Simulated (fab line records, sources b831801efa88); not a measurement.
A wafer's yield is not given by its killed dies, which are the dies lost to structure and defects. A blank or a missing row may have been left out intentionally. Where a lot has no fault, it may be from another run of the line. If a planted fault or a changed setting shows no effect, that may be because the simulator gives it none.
A sampling plan put to the test || flow gf180mcu || one fab line, 10 faults that these records tell of, each judged on the records of the lots that it struck
The line's own looks make up the plan; these are the steps of the route where a gauge or inspection reads the wafer and leaves it unchanged. A look can be judged if struck wafers have a number there and the file gives its usual mean and standard deviation on fault-free wafers. Caught: a look later than the fault's first step finds the struck wafers' mean 4 or more of those standard deviations (sigma) from the usual mean. On the tool: the same test on the tool's own readings at the fault's steps. Also counted as caught: the struck wafers showing another recipe, or a record that is empty for them alone.

## THE FAULTS, as the simulator had put them in
1. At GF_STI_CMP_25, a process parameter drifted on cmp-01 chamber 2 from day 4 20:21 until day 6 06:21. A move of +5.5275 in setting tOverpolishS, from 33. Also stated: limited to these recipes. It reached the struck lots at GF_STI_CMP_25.
2. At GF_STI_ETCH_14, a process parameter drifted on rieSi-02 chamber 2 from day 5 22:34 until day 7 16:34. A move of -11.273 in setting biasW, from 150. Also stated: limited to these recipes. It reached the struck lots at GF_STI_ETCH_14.
3. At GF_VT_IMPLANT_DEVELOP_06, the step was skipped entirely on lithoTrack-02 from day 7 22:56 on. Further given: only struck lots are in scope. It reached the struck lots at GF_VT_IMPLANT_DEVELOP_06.
4. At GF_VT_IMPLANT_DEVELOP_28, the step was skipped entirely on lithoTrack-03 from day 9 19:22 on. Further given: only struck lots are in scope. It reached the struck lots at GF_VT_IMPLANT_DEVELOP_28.
5. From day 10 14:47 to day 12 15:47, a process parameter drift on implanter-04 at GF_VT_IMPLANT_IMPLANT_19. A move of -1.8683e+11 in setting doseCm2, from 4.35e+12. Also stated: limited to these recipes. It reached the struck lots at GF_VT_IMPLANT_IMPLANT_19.
6. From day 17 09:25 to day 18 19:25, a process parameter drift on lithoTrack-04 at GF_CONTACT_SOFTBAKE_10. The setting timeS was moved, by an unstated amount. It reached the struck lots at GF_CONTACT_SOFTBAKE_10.
7. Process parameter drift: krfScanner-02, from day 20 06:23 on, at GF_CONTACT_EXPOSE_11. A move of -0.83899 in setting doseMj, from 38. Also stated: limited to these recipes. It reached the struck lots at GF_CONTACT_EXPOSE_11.
8. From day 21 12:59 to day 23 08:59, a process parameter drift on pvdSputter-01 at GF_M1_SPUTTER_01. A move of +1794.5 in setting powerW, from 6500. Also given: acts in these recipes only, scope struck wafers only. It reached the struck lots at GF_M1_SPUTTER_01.
9. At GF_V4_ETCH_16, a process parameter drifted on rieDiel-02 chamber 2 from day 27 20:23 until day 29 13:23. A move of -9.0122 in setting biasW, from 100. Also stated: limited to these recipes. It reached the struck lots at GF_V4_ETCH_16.
10. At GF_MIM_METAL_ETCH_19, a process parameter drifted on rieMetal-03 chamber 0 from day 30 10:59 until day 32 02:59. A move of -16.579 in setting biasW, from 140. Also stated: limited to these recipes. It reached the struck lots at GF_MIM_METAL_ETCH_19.

## WHAT THE PLAN SAW
{"fault": 1, "on the tool itself": "overpolishRunS +99 or beyond sigma", "first look that catches it": "not the one look that can be judged after it", "reading, sigma": "-", "median hours from its first step to that look": "-", "hours from the fault's start to the first struck lot there": "-", "judged looks passed uncaught": 1}
{"fault": 2, "on the tool itself": "biasW -22 sigma", "first look that catches it": "none of the 2 looks that can be judged after it", "reading, sigma": "-", "median hours from its first step to that look": "-", "hours from the fault's start to the first struck lot there": "-", "judged looks passed uncaught": 2}
{"fault": 3, "on the tool itself": "the tool's record is blank for the struck wafers", "first look that catches it": "no look after it can be judged", "reading, sigma": "-", "median hours from its first step to that look": "-", "hours from the fault's start to the first struck lot there": "-", "judged looks passed uncaught": 0}
{"fault": 4, "on the tool itself": "the tool's record is blank for the struck wafers", "first look that catches it": "no look after it can be judged", "reading, sigma": "-", "median hours from its first step to that look": "-", "hours from the fault's start to the first struck lot there": "-", "judged looks passed uncaught": 0}
{"fault": 5, "on the tool itself": "doseIonsCm2 -40 sigma", "first look that catches it": "none of the 2 looks that can be judged after it", "reading, sigma": "-", "median hours from its first step to that look": "-", "hours from the fault's start to the first struck lot there": "-", "judged looks passed uncaught": 2}
{"fault": 6, "on the tool itself": "heaterPowerTotalW +25 sigma", "first look that catches it": "not the one look that can be judged after it", "reading, sigma": "-", "median hours from its first step to that look": "-", "hours from the fault's start to the first struck lot there": "-", "judged looks passed uncaught": 1}
{"fault": 7, "on the tool itself": "exposureDoseMJCm2 -18 sigma", "first look that catches it": "not the one look that can be judged after it", "reading, sigma": "-", "median hours from its first step to that look": "-", "hours from the fault's start to the first struck lot there": "-", "judged looks passed uncaught": 1}
{"fault": 8, "on the tool itself": "cathodeDcPowerW +99 or beyond sigma", "first look that catches it": "no look after it can be judged", "reading, sigma": "-", "median hours from its first step to that look": "-", "hours from the fault's start to the first struck lot there": "-", "judged looks passed uncaught": 0}
{"fault": 9, "on the tool itself": "biasW -30 sigma", "first look that catches it": "not the one look that can be judged after it", "reading, sigma": "-", "median hours from its first step to that look": "-", "hours from the fault's start to the first struck lot there": "-", "judged looks passed uncaught": 1}
{"fault": 10, "on the tool itself": "biasW -36 sigma", "first look that catches it": "no look after it can be judged", "reading, sigma": "-", "median hours from its first step to that look": "-", "hours from the fault's start to the first struck lot there": "-", "judged looks passed uncaught": 0}
A dash: the fault isn't caught, or these records don't give the number.

Caught at a look: 0 of 10. Caught on the tool: 10 of 10. By one or the other: 10 of 10.
Faults caught by the tool alone: 1, 2, 3, 4, 5, 6, 7, 8, 9, 10.
